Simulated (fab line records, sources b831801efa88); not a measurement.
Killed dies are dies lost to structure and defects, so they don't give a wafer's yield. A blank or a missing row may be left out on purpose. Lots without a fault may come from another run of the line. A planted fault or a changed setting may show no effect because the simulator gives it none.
Which tool did it? | flow sfq_line | 15 lots, 45 wafers sampled, at 1 step of a route of 325

WHAT THE GAUGES READ, wafer by wafer
SFQ_I4_BOW_MEAS_927. Usual: I4_BOW 3 um, standard deviation 10.
lot  | measured     | on            | I4_BOW (um) | flag
L942 | day 38 01:19 | film_metro-03 | 6 8 3       |
L943 | day 41 04:31 | film_metro-04 | 10 10 -5    |
L944 | day 41 08:01 | film_metro-04 | 1 -6 2      |
L946 | day 41 21:08 | film_metro-04 | 21 29 26    |
L947 | day 45 00:12 | film_metro-02 | -4 5 1      |
L948 | day 45 07:19 | film_metro-02 | 1 18 8      |
L949 | day 45 10:17 | film_metro-04 | 22 20 6     |
L951 | day 45 13:19 | film_metro-03 | -17 -30 -24 |
L952 | day 45 18:07 | film_metro-03 | 4 2 6       |
L954 | day 45 21:05 | film_metro-02 | 8 19 7      |
L955 | day 46 00:05 | film_metro-03 | -11 6 2     |
L956 | day 46 01:17 | film_metro-02 | 2 4 -2      |
L960 | day 46 10:17 | film_metro-04 | 20 9 8      |
L962 | day 46 16:56 | film_metro-04 | -6 6 8      |
L963 | day 46 19:53 | film_metro-04 | -1 15 2     |

WHICH TOOL RAN EACH LOT (tool, then ch and the chambers of the sampled wafers, then the start)
The record holds no process step before these readings.

WHAT THE TOOLS THEMSELVES READ (means of the sampled wafers that have a number; where no wafer has one, the mark that the record gives instead)
The record holds no such reading with a usual standard deviation.

THE ANSWER, worked out from the rows above alone
Rule: a lot is off if the mean of its wafers that have a number lies more than 3 standard deviations from the usual mean. A lot without any number at a reading at which 4 lots or more have one is off too. The other lots that the step has rows for count as sound. The gauges are gone through in route order, then the tools' own readings, and for those a lot's mean is taken as printed above. The first step at which some lot is off is used, and at that step the reading that is off furthest; a lot without a number counts as furthest.
No lot is off at any reading shown: from this, nothing can be told.

WHAT THE SIMULATOR HAD PUT IN
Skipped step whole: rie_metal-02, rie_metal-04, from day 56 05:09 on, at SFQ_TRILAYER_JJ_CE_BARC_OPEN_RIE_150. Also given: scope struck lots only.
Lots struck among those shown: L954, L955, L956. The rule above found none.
